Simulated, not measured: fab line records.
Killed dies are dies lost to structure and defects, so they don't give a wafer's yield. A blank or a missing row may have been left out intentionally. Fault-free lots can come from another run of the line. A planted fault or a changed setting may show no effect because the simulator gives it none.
fab line records	flow sfqLine
record lots=14	wafers=42	lastDay=91
route steps=325 shown I0@43 I1@85 M2@101
lots with no fault: from the same line, run without faults
startH: hours from the record's opening day to when the first of the lot's shown wafers began	waitH: how many hours have passed since the lot's step before this one	" the same as in the row above	L1.1+2: one row covering several wafers at once	- no value, or no start was given	* or withheld: withheld	< > ~ a bound
route shown NAME@n: a module of which the file shows steps, and the number in the route of the first	usual: mean and standard deviation over wafers with no fault	same: alike in all rows	chamber/n: place in a boat	sites: per-site readings	_std_site: standard deviation across them	_edge_site: mean of outer sites minus mean of inner sites	radiusMm: for every site, how far away it sits from the centre of the wafer	mask NAME#n: copy n	behind: the tool/chamber that last shaped the wafer	hold: what put the lot on hold/how long, in hours/how the hold closed	device: which transistor (n, p or np) failed to switch	end of line: tests of these same wafers at the route's end	a step given without rows: its recipe and nothing more	killed: not the wafer's yield, but the dies lost to structure and defects at the first sort	map: shows each die of a wafer: x if killed, . if not, _ if none is there
set.NAME: the setting that was run; set.NAME@STEP: the one run at that earlier step	model.NAME: the simulator's own value behind a step, which no gauge read
one table for each step of the route and one row for each wafer, over a sample of lots
services: when a tool's chamber went out of use (startH, in hours from the record's first day, below 0 if earlier), for how many hours, and the reason
## steps
# step SFQ_TRILAYER_I0_DEP_PECVD_027
# recipe material=SiO2	tempC=150	timeS=111.11	pressureTorr=2.4	rfW=183.3	precursor=SiH4/N2O	targetThkNm=500
# usual heaterPowerW=86/6.6	throttleValvePct=24.8/1.2
lot.wafer	tool	chamber	startH	waitH	heaterPowerW	throttleValvePct
L676.2	pecvd-01	2	310.88	0.0	88	25.9
L676.4	"	0	"	"	90	26.2
L676.5	"	1	"	"	98	24.9
L677.3	pecvd-02	1	322.88	0.0	84	26.0
L677.5	"	0	"	"	82	24.4
L677.6	"	2	"	"	85	24.4
L678.1	pecvd-02	0	333.70	0.0	83	24.3
L678.4	"	2	"	"	88	24.7
L678.6	"	1	"	"	88	26.1
L679.4	pecvd-03	1	334.92	0.0	88	24.4
L679.5	"	0	"	"	90	23.4
L679.6	"	2	"	"	83	22.4
L682.2	pecvd-01	0	338.48	0.0	86	26.3
L682.4	"	1	"	"	92	24.8
L682.6	"	0	"	"	90	26.0
L683.3	pecvd-02	1	339.70	0.0	94	25.8
L683.4	"	1	"	"	94	25.7
L683.6	"	0	"	"	72	24.3
L684.1	pecvd-03	1	340.88	0.0	83	24.5
L684.2	"	2	"	"	84	22.3
L684.6	"	1	"	"	85	24.4
L686.1	pecvd-03	0	343.30	0.0	87	23.2
L686.2	"	1	"	"	90	24.7
L686.4	"	2	"	"	95	22.2
L688.3	pecvd-01	1	383.69	0.0	98	24.9
L688.5	"	2	"	"	80	25.8
L688.6	"	0	"	"	85	26.5
L690.1	pecvd-03	2	403.02	0.0	83	22.4
L690.2	"	1	"	"	79	24.7
L690.5	"	1	"	"	82	24.5
L695.2	pecvd-03	1	453.04	0.0	77	24.8
L695.3	"	0	"	"	89	23.6
L695.4	"	2	"	"	84	22.7
L697.2	pecvd-02	0	475.84	0.0	85	24.2
L697.3	"	1	"	"	89	26.4
L697.4	"	1	"	"	91	26.5
L698.1	pecvd-02	2	493.97	0.0	84	25.3
L698.5	"	1	"	"	80	26.1
L698.6	"	2	"	"	73	25.4
L699.2	pecvd-01	0	504.79	0.0	87	26.5
L699.3	"	0	"	"	88	26.7
L699.5	"	0	"	"	92	26.6
# step SFQ_TRILAYER_I0_VIA_STRIP_STRIP_035
# recipe gas=O2	powerW=200	platenTempC=40	overashFraction=0.65	chemistry=O2	pressureMtorr=50
# usual drypumpMotorCurrentA=6.0/0.52	heBacksideLeakSccm=3.52/0.19	oesProductAu=0.996/0.01
lot.wafer	tool	chamber	startH	waitH	drypumpMotorCurrentA	heBacksideLeakSccm	oesProductAu	rfHoursCounterH
L676.2	rieMetal-01	1	453.64	-	6.5	3.83	0.979	-
L676.4	"	1	"	"	6.6	3.88	0.989	-
L676.5	"	1	"	"	6.5	3.96	0.991	-
L677.3	rieMetal-03	0	464.44	-	5.5	3.17	0.996	-
L677.5	"	0	"	"	5.5	3.21	0.991	-
L677.6	"	1	"	"	5.3	3.23	0.993	-
L678.1	rieMetal-01	1	476.36	-	6.6	3.75	0.988	49
L678.4	"	0	"	"	5.5	3.60	1.003	-
L678.6	"	1	"	"	6.6	3.78	0.992	-
L679.4	rieMetal-01	0	478.96	-	5.5	3.63	0.995	-
L679.5	"	0	"	"	5.5	3.57	0.992	-
L679.6	"	1	"	"	6.6	3.61	0.981	-
L682.2	rieMetal-01	0	488.36	-	5.5	3.54	0.995	5
L682.4	"	1	"	"	6.6	3.62	0.983	-
L682.6	"	1	"	"	6.6	3.66	0.988	-
L683.3	rieMetal-01	1	490.96	-	6.6	3.75	0.977	-
L683.4	"	0	"	"	5.5	3.53	0.993	-
L683.6	"	0	"	"	5.5	3.49	0.989	-
L684.1	rieMetal-04	1	494.44	-	6.2	3.15	0.998	8
L684.2	"	0	"	"	6.2	3.35	0.994	66
L684.6	"	1	"	"	6.2	3.18	1.003	-
L686.1	rieMetal-01	0	501.56	-	5.5	3.37	0.988	6
L686.2	"	1	"	"	6.6	3.60	0.987	53
L686.4	"	1	"	"	6.6	3.77	0.977	-
L688.3	rieMetal-03	1	540.16	-	5.3	3.60	0.997	-
L688.5	"	0	"	"	5.5	3.13	1.004	-
L688.6	"	1	"	"	5.2	3.31	0.997	-
L690.1	rieMetal-01	0	560.49	-	5.5	3.61	0.994	13
L690.2	"	1	"	"	6.6	3.75	0.989	60
L690.5	"	1	"	"	6.6	3.61	0.974	-
L695.2	rieMetal-01	0	601.97	-	5.5	3.54	1.005	19
L695.3	"	1	"	"	6.6	3.54	0.993	-
L695.4	"	0	"	"	5.5	3.59	1.003	-
L697.2	rieMetal-04	0	623.70	-	6.2	3.46	1.013	85
L697.3	"	0	"	"	6.2	3.52	1.008	-
L697.4	"	1	"	"	6.2	3.18	1.025	-
L698.1	rieMetal-01	1	651.30	-	6.5	3.64	1.001	72
L698.5	"	1	"	"	6.5	3.63	1.000	-
L698.6	"	0	"	"	5.5	3.61	1.005	-
L699.2	rieMetal-01	0	658.50	-	5.5	3.61	0.989	27
L699.3	"	1	"	"	6.5	3.54	0.995	-
L699.5	"	0	"	"	5.5	3.56	0.991	-
# step SFQ_TRILAYER_I1_VIA_ETCH_VIA_ETCH_052
# recipe target=SiO2	stopOn=Nb	maskMaterial=PR	taperDeg=20	chemistry=CHF3	targetDepthNm=260	sourceW=500	biasW=80	pressureMtorr=30	timeS=withheld
# usual drypumpMotorCurrentA=5.7/0.6	oesProductAu=0.855/0.0048	rfFwdPowerW=498.3/1.7
lot.wafer	tool	chamber	startH	waitH	drypumpMotorCurrentA	oesProductAu	rfFwdPowerW
L676.2	rieDiel-04	0	617.49	0.0	5.7	0.854	498.0
L676.4	"	1	"	"	4.7	0.855	499.3
L676.5	"	2	"	"	6.5	0.861	497.3
L677.3	rieDiel-04	3	629.54	0.0	6.1	0.857	500.6
L677.5	"	2	"	"	6.5	0.851	499.2
L677.6	"	3	"	"	6.1	0.852	498.9
L678.1	rieDiel-02	3	636.43	0.0	6.1	0.848	498.2
L678.4	"	2	"	"	4.7	0.860	501.1
L678.6	"	2	"	"	4.7	0.856	502.3
L679.4	rieDiel-04	0	640.03	0.0	5.7	0.850	499.8
L679.5	"	3	"	"	6.1	0.850	497.1
L679.6	"	2	"	"	6.5	0.853	496.0
L682.2	rieDiel-04	1	653.54	0.0	4.7	0.855	497.3
L682.4	"	3	"	"	6.1	0.851	500.3
L682.6	"	1	"	"	4.7	0.855	495.7
L683.3	rieDiel-02	1	654.74	0.0	6.1	0.861	497.6
L683.4	"	3	"	"	6.2	0.855	500.6
L683.6	"	3	"	"	6.2	0.854	498.6
L684.1	rieDiel-03	3	657.14	0.0	5.8	0.864	500.6
L684.2	"	2	"	"	5.7	0.863	501.5
L684.6	"	1	"	"	4.9	0.856	496.4
L686.1	rieDiel-02	3	689.02	0.0	6.2	0.850	496.3
L686.2	"	0	"	"	6.0	0.863	497.5
L686.4	"	2	"	"	4.7	0.854	498.0
L688.3	rieDiel-03	2	697.83	0.0	5.7	0.853	499.4
L688.5	"	2	"	"	5.7	0.855	497.2
L688.6	"	3	"	"	5.8	0.859	496.3
L690.1	rieDiel-04	2	716.80	0.0	6.5	0.864	496.6
L690.2	"	3	"	"	6.1	0.855	499.0
L690.5	"	2	"	"	6.6	0.855	498.4
L695.2	rieDiel-02	1	761.26	0.0	6.0	0.857	418.6
L695.3	"	0	"	"	5.9	0.844	417.0
L695.4	"	1	"	"	6.0	0.849	416.8
L697.2	rieDiel-02	2	778.45	0.0	4.7	0.852	419.3
L697.3	"	1	"	"	6.0	0.860	414.8
L697.4	"	0	"	"	6.0	0.853	419.0
L698.1	rieDiel-04	3	807.68	0.0	6.1	0.857	498.0
L698.5	"	0	"	"	5.7	0.865	498.8
L698.6	"	2	"	"	6.5	0.866	497.6
L699.2	rieDiel-04	0	818.03	0.0	5.7	0.857	499.4
L699.3	"	1	"	"	4.7	0.856	499.0
L699.5	"	1	"	"	4.7	0.856	499.2
# step SFQ_TRILAYER_M2_STRIP_STRIP_061
# recipe gas=O2	powerW=200	platenTempC=40	overashFraction=0.65	chemistry=O2	pressureMtorr=50
# usual drypumpMotorCurrentA=5.7/0.49	heBacksideLeakSccm=3.43/0.2	oesProductAu=1.002/0.01
lot.wafer	tool	chamber	startH	waitH	drypumpMotorCurrentA	heBacksideLeakSccm	oesProductAu	rfHoursCounterH
L676.2	rieMetal-02	1	759.48	0.1	5.1	3.55	1.010	71
L676.4	"	0	"	"	6.3	3.37	0.997	-
L676.5	"	0	"	"	6.3	3.31	1.007	-
L677.3	rieMetal-04	1	770.48	0.2	6.2	3.24	1.007	-
L677.5	"	1	"	"	6.2	3.30	1.019	-
L677.6	"	0	"	"	6.2	3.48	0.998	-
L678.1	rieMetal-02	1	772.68	0.1	5.1	3.58	1.007	73
L678.4	"	0	"	"	6.3	3.56	1.001	-
L678.6	"	0	"	"	6.3	3.37	1.003	-
L679.4	rieMetal-02	1	776.48	0.2	5.1	3.52	0.998	-
L679.5	"	0	"	"	6.3	3.37	0.990	-
L679.6	"	1	"	"	5.1	3.36	1.007	-
L682.2	rieMetal-03	0	791.80	0.1	5.5	3.17	0.985	74
L682.4	"	0	"	"	5.4	3.16	0.996	-
L682.6	"	1	"	"	5.2	3.14	0.989	-
L683.3	rieMetal-03	1	795.60	0.2	5.2	3.59	0.999	-
L683.4	"	0	"	"	5.4	3.29	1.000	-
L683.6	"	1	"	"	5.2	3.63	1.002	-
L684.1	rieMetal-03	0	800.32	0.1	5.5	3.35	0.997	75
L684.2	"	1	"	"	5.2	3.56	0.985	50
L684.6	"	1	"	"	5.3	3.44	0.990	-
L686.1	rieMetal-03	0	843.52	0.1	5.4	3.10	0.998	84
L686.2	"	1	"	"	5.3	3.47	0.991	58
L686.4	"	1	"	"	5.2	3.50	0.998	-
L688.3	rieMetal-04	1	852.13	0.2	6.2	3.22	1.020	-
L688.5	"	0	"	"	6.1	3.95	1.010	-
L688.6	"	1	"	"	6.2	3.24	1.025	-
L690.1	rieMetal-03	1	872.45	0.1	5.2	3.61	0.983	62
L690.2	"	0	"	"	5.5	3.22	0.985	88
L690.5	"	1	"	"	5.2	3.51	0.998	-
L695.2	rieMetal-02	1	904.18	0.1	5.1	3.53	0.999	94
L695.3	"	1	"	"	5.1	3.72	1.002	-
L695.4	"	0	"	"	6.3	3.06	1.018	-
L697.2	rieMetal-02	1	920.98	0.1	5.1	3.79	1.001	96
L697.3	"	0	"	"	6.3	3.26	1.009	-
L697.4	"	1	"	"	5.1	3.76	1.007	-
L698.1	rieMetal-03	0	942.58	0.1	5.5	3.35	1.003	99
L698.5	"	1	"	"	5.2	3.54	0.998	-
L698.6	"	0	"	"	5.5	3.41	1.003	-
L699.2	rieMetal-04	0	954.10	0.1	6.2	3.56	0.998	134
L699.3	"	0	"	"	6.1	3.33	0.999	-
L699.5	"	0	"	"	6.2	3.53	1.004	-
## services
tool	chamber	startH	hours	kind
pecvd-02	-	287.26	14.6	pm
rieMetal-01	-	287.88	2.8	pm
rieDiel-02	2	295.77	2.8	repair
rieDiel-02	0	307.63	2.5	repair
rieDiel-02	2	320.72	5.5	repair
rieMetal-01	1	334.87	6.0	repair
rieDiel-04	3	343.79	6.5	repair
rieDiel-04	0	353.55	1.4	repair
rieMetal-04	1	356.45	7.3	repair
rieDiel-04	-	361.73	0.7	repair
rieDiel-02	1	367.85	2.8	repair
rieDiel-04	1	392.63	4.1	repair
rieMetal-01	-	416.17	0.2	repair
rieDiel-04	-	432.51	1.2	repair
rieDiel-04	1	484.00	5.6	repair
rieDiel-04	3	567.75	8.8	repair
rieDiel-04	1	567.86	2.7	repair
rieDiel-04	3	618.32	2.1	repair
rieDiel-04	1	641.79	9.4	repair
rieMetal-03	1	665.95	3.0	repair
rieDiel-04	0	699.71	5.8	repair
rieDiel-04	1	786.04	30.3	repair
rieMetal-01	-	839.23	0.2	repair
rieDiel-04	-	940.59	2.8	pm
## key
firstSign step=SFQ_TRILAYER_I1_VIA_ETCH_VIA_ETCH_052	reading=rfFwdPowerW	direction=down	sigmas=47	usual=498.3	struck=417.6
effect none on later readings
metAt SFQ_TRILAYER_I1_VIA_ETCH_VIA_ETCH_052
struckLots L695,L697
notActingAt SFQ_TRILAYER_I0_DEP_PECVD_027,SFQ_TRILAYER_I0_VIA_STRIP_STRIP_035,SFQ_TRILAYER_M2_STRIP_STRIP_061
onsetBetween 689.02 761.26
fault kind=processParameterDrift	tool=rieDiel-02	chamber=-	onsetH=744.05	steps=SFQ_TRILAYER_I1_VIA_ETCH_VIA_ETCH_052	channel=sourceW	offset=-80	shape=step	endH=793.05	actsIn=theseRecipesOnly	stated=500
